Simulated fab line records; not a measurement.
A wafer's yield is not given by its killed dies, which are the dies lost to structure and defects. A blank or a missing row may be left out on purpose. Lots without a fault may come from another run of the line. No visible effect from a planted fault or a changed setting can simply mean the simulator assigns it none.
What tool caused it? + flow gf180mcu + 24 lots, 72 wafers sampled, at 5 steps of a route of 602

== WHAT THE GAUGES SHOWED, per wafer ==
GF_V4_BOW_MEAS_05.
| lot  | measured     | on            | V4_BOW (um) |
|------|--------------|---------------|-------------|
| L074 | day 23 12:17 | film metro-02 | 143 139 150 |
| L075 | day 23 21:22 | film metro-01 | 125 128 125 |
| L076 | day 24 16:47 | film metro-01 | 152 153 150 |
| L077 | day 24 19:32 | film metro-04 | 129 133 141 |
| L078 | day 25 05:49 | film metro-01 | 131 125 130 |
| L079 | day 25 13:04 | film metro-01 | 147 147 128 |
| L080 | day 25 19:25 | film metro-01 | 145 143 144 |
| L081 | day 26 02:07 | film metro-04 | 135 134 133 |
| L082 | day 26 04:44 | film metro-02 | 128 136 130 |
| L083 | day 26 20:32 | film metro-04 | 131 120 130 |
| L084 | day 27 07:01 | film metro-01 | 152 137 148 |
| L085 | day 27 04:39 | film metro-04 | 135 123 133 |
| L086 | day 27 17:52 | film metro-01 | 144 139 140 |
| L087 | day 28 00:26 | film metro-02 | 135 144 131 |
| L088 | day 28 06:47 | film metro-02 | 138 137 122 |
| L089 | day 28 15:47 | film metro-02 | 139 149 141 |
| L090 | day 28 15:26 | film metro-01 | 134 118 138 |
| L091 | day 29 06:44 | film metro-02 | 137 130 134 |
| L092 | day 29 16:12 | film metro-01 | 146 144 141 |
| L093 | day 30 02:17 | film metro-02 | 131 126 137 |
| L094 | day 30 05:02 | film metro-02 | 128 127 124 |
| L095 | day 30 05:59 | film metro-04 | 134 145 141 |
| L096 | day 30 19:41 | film metro-04 | 137 138 131 |
| L097 | day 31 02:50 | film metro-04 | 133 145 121 |

GF_V5_THK_MEAS_03.
| lot  | measured     | on            | V5_CVD_02_THK (nm) |
|------|--------------|---------------|--------------------|
| L074 | day 26 09:21 | film metro-03 | 1449 1464 1470     |
| L075 | day 26 18:01 | film metro-01 | 1457 1452 1481     |
| L076 | day 27 11:31 | film metro-01 | 1443 1453 1459     |
| L077 | day 27 14:05 | film metro-02 | 1452 1478 1454     |
| L078 | day 27 23:47 | film metro-03 | 1428 1472 1459     |
| L079 | day 28 04:52 | film metro-01 | 1442 1460 1449     |
| L080 | day 28 12:53 | film metro-01 | 1420 1436 1436     |
| L081 | day 28 18:19 | film metro-03 | 1416 1422 1464     |
| L082 | day 28 19:53 | film metro-03 | 1448 1460 1462     |
| L083 | day 29 11:36 | film metro-01 | 1465 1468 1468     |
| L084 | day 29 21:42 | film metro-02 | 1426 1440 1473     |
| L085 | day 29 19:02 | film metro-02 | 1446 1456 1484     |
| L086 | day 30 07:33 | film metro-02 | 1437 1454 1472     |
| L087 | day 30 12:19 | film metro-01 | 1428 1466 1452     |
| L088 | day 30 19:29 | film metro-03 | 1440 1413 1432     |
| L089 | day 31 03:46 | film metro-01 | 1406 1421 1453     |
| L090 | day 31 02:55 | film metro-03 | 1442 1463 1439     |
| L091 | day 31 17:10 | film metro-03 | 1432 1445 1447     |
| L092 | day 32 00:53 | film metro-02 | 1466 1494 1488     |
| L093 | day 32 10:33 | film metro-01 | 1466 1461 1466     |
| L094 | day 32 12:53 | film metro-03 | 1425 1451 1473     |
| L095 | day 32 13:40 | film metro-01 | 1460 1481 1472     |
| L096 | day 33 02:31 | film metro-02 | 1429 1418 1427     |
| L097 | day 33 06:47 | film metro-03 | 1478 1479 1479     |

== EACH LOT AND THE TOOL THAT RAN IT (in order: tool; ch and the chambers of the sampled wafers; start) ==
| lot  | GF_VT_IMPLANT_STRIP_31               | GF_SAB_STRIP_13                      | GF_V2_SPUTTER_22             |
|------|--------------------------------------|--------------------------------------|------------------------------|
| L074 | plasma asher-02 ch 0, day 6 21:09    | plasma asher-01 ch 0,1, day 15 03:19 | pvd sputter-03, day 20 07:34 |
| L075 | plasma asher-03 ch 0,1, day 7 04:26  | plasma asher-04 ch 0,1, day 15 12:33 | pvd sputter-03, day 20 18:34 |
| L076 | plasma asher-01 ch 0,1, day 7 14:12  | plasma asher-04 ch 0,1, day 16 06:49 | pvd sputter-02, day 21 14:48 |
| L077 | plasma asher-02 ch 0,1, day 7 18:36  | plasma asher-04 ch 0,1, day 16 09:49 | pvd sputter-01, day 21 17:02 |
| L078 | plasma asher-02 ch 0,1, day 8 01:33  | plasma asher-02 ch 0,1, day 16 17:31 | pvd sputter-01, day 22 03:02 |
| L079 | plasma asher-02 ch 0,1, day 8 09:36  | plasma asher-01 ch 0, day 17 03:52   | pvd sputter-02, day 22 13:00 |
| L080 | plasma asher-02 ch 0,1, day 8 16:22  | plasma asher-04 ch 0,1, day 17 12:13 | pvd sputter-02, day 22 19:50 |
| L081 | plasma asher-01 ch 0,1, day 8 20:21  | plasma asher-01 ch 0,1, day 17 20:19 | pvd sputter-02, day 23 03:29 |
| L082 | plasma asher-02 ch 0,1, day 9 01:53  | plasma asher-02 ch 0,1, day 18 00:15 | pvd sputter-02, day 23 07:22 |
| L083 | plasma asher-03 ch 0,1, day 9 11:12  | plasma asher-02 ch 0,1, day 18 15:53 | pvd sputter-01, day 23 22:15 |
| L084 | plasma asher-01 ch 0,1, day 9 16:45  | plasma asher-02 ch 0,1, day 19 03:10 | pvd sputter-03, day 24 09:43 |
| L085 | plasma asher-01 ch 0,1, day 9 20:42  | plasma asher-01 ch 0,1, day 19 02:16 | pvd sputter-01, day 24 07:46 |
| L086 | plasma asher-03 ch 0, day 10 04:55   | plasma asher-01 ch 0,1, day 19 17:35 | pvd sputter-01, day 24 21:06 |
| L087 | plasma asher-03 ch 0,1, day 10 10:45 | plasma asher-01 ch 0,1, day 20 00:02 | pvd sputter-01, day 25 04:28 |
| L088 | plasma asher-02 ch 0,1, day 10 19:24 | plasma asher-02 ch 0,1, day 20 09:18 | pvd sputter-02, day 25 12:19 |
| L089 | plasma asher-01 ch 0,1, day 11 04:33 | plasma asher-02 ch 0,1, day 20 19:12 | pvd sputter-02, day 25 20:39 |
| L090 | plasma asher-02 ch 0,1, day 11 06:39 | plasma asher-02 ch 0,1, day 20 19:52 | pvd sputter-02, day 25 21:56 |
| L091 | plasma asher-02 ch 0,1, day 11 14:12 | plasma asher-04 ch 0,1, day 21 12:03 | pvd sputter-03, day 26 13:14 |
| L092 | plasma asher-03 ch 0,1, day 12 00:23 | plasma asher-02 ch 0,1, day 22 01:48 | pvd sputter-03, day 26 23:55 |
| L093 | plasma asher-01 ch 1, day 12 06:40   | plasma asher-04 ch 0,1, day 22 12:19 | pvd sputter-01, day 27 10:30 |
| L094 | plasma asher-02 ch 1, day 12 12:07   | plasma asher-02 ch 0,1, day 22 14:22 | pvd sputter-03, day 27 12:58 |
| L095 | plasma asher-02 ch 0,1, day 12 15:24 | plasma asher-01 ch 0,1, day 22 18:40 | pvd sputter-01, day 27 14:18 |
| L096 | plasma asher-03 ch 0,1, day 13 02:30 | plasma asher-04 ch 0,1, day 23 08:46 | pvd sputter-01, day 28 04:07 |
| L097 | plasma asher-01 ch 0,1, day 13 12:10 | plasma asher-04 ch 1, day 23 18:52   | pvd sputter-03, day 28 12:20 |
- GF_VT_IMPLANT_STRIP_31: strips in O2/N2.
- GF_SAB_STRIP_13: strips in O2/N2.
- GF_V2_SPUTTER_22: material TiN, target thk 10 nm, time 40 s.

== AS READ BY THE TOOLS THEMSELVES (means over the sampled wafers that have a number; for cases with no such wafer, the mark the record gives instead) ==
GF_VT_IMPLANT_STRIP_31.
| lot  | tool            | drypump motor current A (A) | heater power w (W) | o2 flow sccm (sccm) | oes product au (a.u.) | strip time to endpoint s (s) |
|------|-----------------|-----------------------------|--------------------|---------------------|-----------------------|------------------------------|
| L074 | plasma asher-02 | 5.4                         | 318                | 2988                | 0.714                 | 12.59                        |
| L075 | plasma asher-03 | 6.1                         | 323                | 3002                | 0.721                 | 12.61                        |
| L076 | plasma asher-01 | 5.6                         | 346                | 3002                | 0.714                 | 12.63                        |
| L077 | plasma asher-02 | 5.3                         | 313                | 2995                | 0.718                 | 12.58                        |
| L078 | plasma asher-02 | 5.3                         | 302                | 2993                | 0.715                 | 12.63                        |
| L079 | plasma asher-02 | 5.2                         | 300                | 3001                | 0.716                 | 12.58                        |
| L080 | plasma asher-02 | 5.3                         | 310                | 3006                | 0.721                 | 12.57                        |
| L081 | plasma asher-01 | 5.4                         | 340                | 3001                | 0.707                 | 12.68                        |
| L082 | plasma asher-02 | 5.3                         | 312                | 3001                | 0.717                 | 12.61                        |
| L083 | plasma asher-03 | 5.8                         | 319                | 2996                | 0.716                 | 12.68                        |
| L084 | plasma asher-01 | 5.5                         | 340                | 3002                | 0.719                 | 12.64                        |
| L085 | plasma asher-01 | 5.5                         | 345                | 2999                | 0.715                 | 12.63                        |
| L086 | plasma asher-03 | 5.7                         | 320                | 3002                | 0.713                 | 12.64                        |
| L087 | plasma asher-03 | 6.1                         | 329                | 3000                | 0.711                 | 12.65                        |
| L088 | plasma asher-02 | 5.3                         | 311                | 2995                | 0.716                 | 12.61                        |
| L089 | plasma asher-01 | 5.5                         | 341                | 3001                | 0.716                 | 12.64                        |
| L090 | plasma asher-02 | 5.3                         | 296                | 3001                | 0.717                 | 12.59                        |
| L091 | plasma asher-02 | 5.3                         | 298                | 3003                | 0.714                 | 12.60                        |
| L092 | plasma asher-03 | 5.8                         | 321                | 3001                | 0.717                 | 12.60                        |
| L093 | plasma asher-01 | 5.2                         | 331                | 3003                | 0.719                 | 12.60                        |
| L094 | plasma asher-02 | 5.2                         | 289                | 2997                | 0.714                 | 12.63                        |
| L095 | plasma asher-02 | 5.3                         | 306                | 3008                | 0.716                 | 12.59                        |
| L096 | plasma asher-03 | 5.9                         | 325                | 2997                | 0.715                 | 12.66                        |
| L097 | plasma asher-01 | 5.5                         | 342                | 3007                | 0.716                 | 12.59                        |

GF_SAB_STRIP_13.
| lot  | tool            | drypump motor current A (A) | heater power w (W) | o2 flow sccm (sccm) | oes product au (a.u.) | strip time to endpoint s (s) |
|------|-----------------|-----------------------------|--------------------|---------------------|-----------------------|------------------------------|
| L074 | plasma asher-01 | 5.39                        | 334                | 3003                | 0.709                 | 12.66                        |
| L075 | plasma asher-04 | 5.26                        | 408                | 3010                | 0.714                 | 12.60                        |
| L076 | plasma asher-04 | 5.28                        | 406                | 3018                | 0.711                 | 12.68                        |
| L077 | plasma asher-04 | 5.28                        | 409                | 2994                | 0.710                 | 12.65                        |
| L078 | plasma asher-02 | 5.34                        | 309                | 2995                | 0.711                 | 12.59                        |
| L079 | plasma asher-01 | 5.65                        | 347                | 2993                | 0.713                 | 12.62                        |
| L080 | plasma asher-04 | 5.46                        | 356                | 2995                | 0.711                 | 12.63                        |
| L081 | plasma asher-01 | 5.38                        | 339                | 3001                | 0.711                 | 12.59                        |
| L082 | plasma asher-02 | 5.31                        | 310                | 2991                | 0.707                 | 12.64                        |
| L083 | plasma asher-02 | 5.32                        | 306                | 3005                | 0.710                 | 12.60                        |
| L084 | plasma asher-02 | 5.30                        | 306                | 3009                | 0.705                 | 12.54                        |
| L085 | plasma asher-01 | 5.52                        | 373                | 3005                | 0.708                 | 12.59                        |
| L086 | plasma asher-01 | 5.52                        | 373                | 2993                | 0.708                 | 12.56                        |
| L087 | plasma asher-01 | 5.40                        | 367                | 2998                | 0.710                 | 12.64                        |
| L088 | plasma asher-02 | 5.32                        | 308                | 3002                | 0.714                 | 12.59                        |
| L089 | plasma asher-02 | 5.33                        | 310                | 3002                | 0.708                 | 12.54                        |
| L090 | plasma asher-02 | 5.32                        | 311                | 2986                | 0.713                 | 12.62                        |
| L091 | plasma asher-04 | 5.27                        | 410                | 3011                | 0.710                 | 12.60                        |
| L092 | plasma asher-02 | 5.32                        | 311                | 2998                | 0.709                 | 12.59                        |
| L093 | plasma asher-04 | 5.47                        | 361                | 3005                | 0.709                 | 12.60                        |
| L094 | plasma asher-02 | 5.26                        | 302                | 3006                | 0.711                 | 12.61                        |
| L095 | plasma asher-01 | 5.52                        | 368                | 2992                | 0.711                 | 12.59                        |
| L096 | plasma asher-04 | 5.27                        | 410                | 2998                | 0.714                 | 12.63                        |
| L097 | plasma asher-04 | 5.06                        | 456                | 3004                | 0.711                 | 12.59                        |

GF_V2_SPUTTER_22.
| lot  | tool           | throttle valve pct (%) |
|------|----------------|------------------------|
| L074 | pvd sputter-03 | 29.3                   |
| L075 | pvd sputter-03 | 30.7                   |
| L076 | pvd sputter-02 | 31.6                   |
| L077 | pvd sputter-01 | 31.2                   |
| L078 | pvd sputter-01 | 30.7                   |
| L079 | pvd sputter-02 | 31.7                   |
| L080 | pvd sputter-02 | 31.6                   |
| L081 | pvd sputter-02 | 31.7                   |
| L082 | pvd sputter-02 | 31.6                   |
| L083 | pvd sputter-01 | 30.4                   |
| L084 | pvd sputter-03 | 30.4                   |
| L085 | pvd sputter-01 | 31.1                   |
| L086 | pvd sputter-01 | 30.7                   |
| L087 | pvd sputter-01 | 30.7                   |
| L088 | pvd sputter-02 | 31.5                   |
| L089 | pvd sputter-02 | 31.7                   |
| L090 | pvd sputter-02 | 31.6                   |
| L091 | pvd sputter-03 | 29.7                   |
| L092 | pvd sputter-03 | 29.6                   |
| L093 | pvd sputter-01 | 30.9                   |
| L094 | pvd sputter-03 | 30.8                   |
| L095 | pvd sputter-01 | 30.5                   |
| L096 | pvd sputter-01 | 30.8                   |
| L097 | pvd sputter-03 | 31.9                   |

== THE ANSWER, worked out from the rows above alone ==
Rule: usual is defined by the lots themselves. Put in order of their means at a reading, lots are off if they are a third of the lots or fewer, leave a main group of 4 or more, and stand apart from it by a gap of 3 or more times the standard deviation of the main group's means; of several such gaps the widest counts. Not used: any main group whose means are identical at the precision the tables above print for the reading. Also off: a lot with no number at a reading for which 4 or more lots have one. The other lots that the step has rows for count as sound. The gauges are gone through in route order, then the tools' own readings, and for those a lot's mean is taken as printed above. At the first step where some lot is off, the reading lying furthest off is the one used; lots without a number count as furthest.
No lot is off on any of the readings shown, so nothing can be concluded from this.

== WHAT HAD BEEN PUT IN BY THE SIMULATOR ==
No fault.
